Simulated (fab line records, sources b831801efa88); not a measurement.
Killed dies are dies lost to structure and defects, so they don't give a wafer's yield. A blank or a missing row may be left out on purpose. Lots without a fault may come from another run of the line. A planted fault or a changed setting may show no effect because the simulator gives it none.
Split-lot experiment | flow sky130 | 5 lots, 23 wafers read, on a route of 708 steps

THE SPLIT
At SKY_VIA2_COAT_07 (resist thk 450 nm), the setting resist_thk_nm was moved away from the recipe's 450 nm on 11 of the 23 wafers read, by -4.6% to +5.5%. The other wafers ran this setting at the recipe's value.

FROM THE SPLIT TO THE READING: what the file shows between them, 2 steps
- SKY_VIA2_SOFTBAKE_08: time 90 s
- SKY_VIA2_EXPOSE_09: exposes mask VIM2, target cd 200 nm

THE READING
KrF-thick_of_VIA2_COAT_07.thk_nm (the simulator's own value, which no gauge read), in nm, at SKY_VIA2_ETCH_14 (etches BARC in N2/H2, stops on SiO2, time 45.9 s, target depth 60 nm). The file gives no usual value for it. The 12 wafers here that ran the recipe average 394.7 nm, standard deviation 2 nm.

wafer  | tool, chamber at the split | resist_thk_nm as run, nm | against the recipe | KrF-thick_of_VIA2_COAT_07.thk_nm, nm | against lot-mates on the recipe
L074.1 | litho_track-01, 0          | 450                      | recipe             | 396.9                                | -
L074.2 | litho_track-01, 0          | 450                      | recipe             | 395.9                                | -
L074.5 | litho_track-01, 0          | 450                      | recipe             | 396                                  | -
L077.2 | litho_track-01, 0          | 450                      | recipe             | 396.6                                | -
L077.3 | litho_track-01, 0          | 429.2                    | -4.6%              | 376.5                                | -20.5
L077.4 | litho_track-01, 0          | 429.2                    | -4.6%              | 375                                  | -22.0
L077.5 | litho_track-01, 0          | 429.2                    | -4.6%              | 375.9                                | -21.1
L077.6 | litho_track-01, 0          | 450                      | recipe             | 397.4                                | -
L078.1 | litho_track-01, 0          | 450                      | recipe             | 393.2                                | -
L078.3 | litho_track-01, 0          | 450                      | recipe             | 396.6                                | -
L078.4 | litho_track-01, 0          | 474.7                    | +5.5%              | 419.9                                | +25.0
L078.5 | litho_track-01, 0          | 474.7                    | +5.5%              | 420.8                                | +25.9
L078.6 | litho_track-01, 0          | 474.7                    | +5.5%              | 418.7                                | +23.8
L080.1 | litho_track-01, 0          | 457.4                    | +1.6%              | 401.2                                | +9.0
L080.2 | litho_track-01, 0          | 450                      | recipe             | 392.3                                | -
L080.3 | litho_track-01, 0          | 450                      | recipe             | 392.8                                | -
L080.5 | litho_track-01, 0          | 457.4                    | +1.6%              | 400.1                                | +7.9
L080.6 | litho_track-01, 0          | 450                      | recipe             | 391.6                                | -
L084.1 | litho_track-04, 0          | 450                      | recipe             | 393.6                                | -
L084.2 | litho_track-04, 0          | 450                      | recipe             | 393.1                                | -
L084.3 | litho_track-04, 0          | 431.2                    | -4.2%              | 375.1                                | -18.2
L084.4 | litho_track-04, 0          | 431.2                    | -4.2%              | 372.8                                | -20.6
L084.6 | litho_track-04, 0          | 431.2                    | -4.2%              | 375.5                                | -17.9

THE FIT
A straight line over all 23 wafers: KrF-thick_of_VIA2_COAT_07.thk_nm changes by +4.47 nm for each +1% of resist_thk_nm; r = +0.99; the points scatter about the line by 1.9 nm.
The same after taking each lot's own level away (the mean of its wafers on the recipe; 23 wafers): +4.56 nm for each +1%; r = +1.00; scatter 0.91 nm.
On that fit, the largest move of resist_thk_nm shifts the reading by 25 nm.
The lots' own levels span 392.23 to 397.00 nm, that is 2.4 times the standard deviation above.
So the lot-to-lot level changes the slope little: the two slopes agree.
Check: with one of the wafers moved furthest among these (+5.5%) left out of the fit, the line predicts +25.2 nm for it against its lot-mates. It came out at +25 nm against them.

OTHER SPLITS ON THESE WAFERS
These wafers also went through other splits before the reading. Each is held against what the fit with the lots' levels taken away leaves over:
other split on the same wafers    | wafers away from the commonest value | r with KrF-thick_of_VIA2_COAT_07.thk_nm (lot level and that fit taken away)
SKY_CONTACT_DEVELOP_13 dev_temp_c | 5                                    | -0.29
SKY_METAL1_SPUTTER_03 time_s      | 5                                    | -0.02
SKY_VIA1_SPUTTER_20 time_s        | 9                                    | +0.16
SKY_METAL2_SPUTTER_02 time_s      | 4                                    | +0.27
SKY_METAL2_EXPOSE_12 dose_mj      | 8                                    | +0.03

THE WHOLE CHAIN: every reading that the file lists as answering this split, in the file's order
step             | what it does                                                         | reading                                                                           | change (the file's fit)              | r (the file's)
SKY_VIA2_COAT_07 | resist thk 450 nm                                                    | KrF-thick_of_VIA2_COAT_07.thk_nm (the simulator's own value, which no gauge read) | +4.49 nm for each +1% of the setting | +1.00
SKY_VIA2_ETCH_14 | etches BARC in N2/H2, stops on SiO2, time 45.9 s, target depth 60 nm | KrF-thick_of_VIA2_COAT_07.thk_nm (the simulator's own value, which no gauge read) | +4.57 nm for each +1% of the setting | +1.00

THE FILE'S OWN FIT
KrF-thick_of_VIA2_COAT_07.thk_nm changes by +4.57 nm for each +1% of resist_thk_nm, r = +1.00.
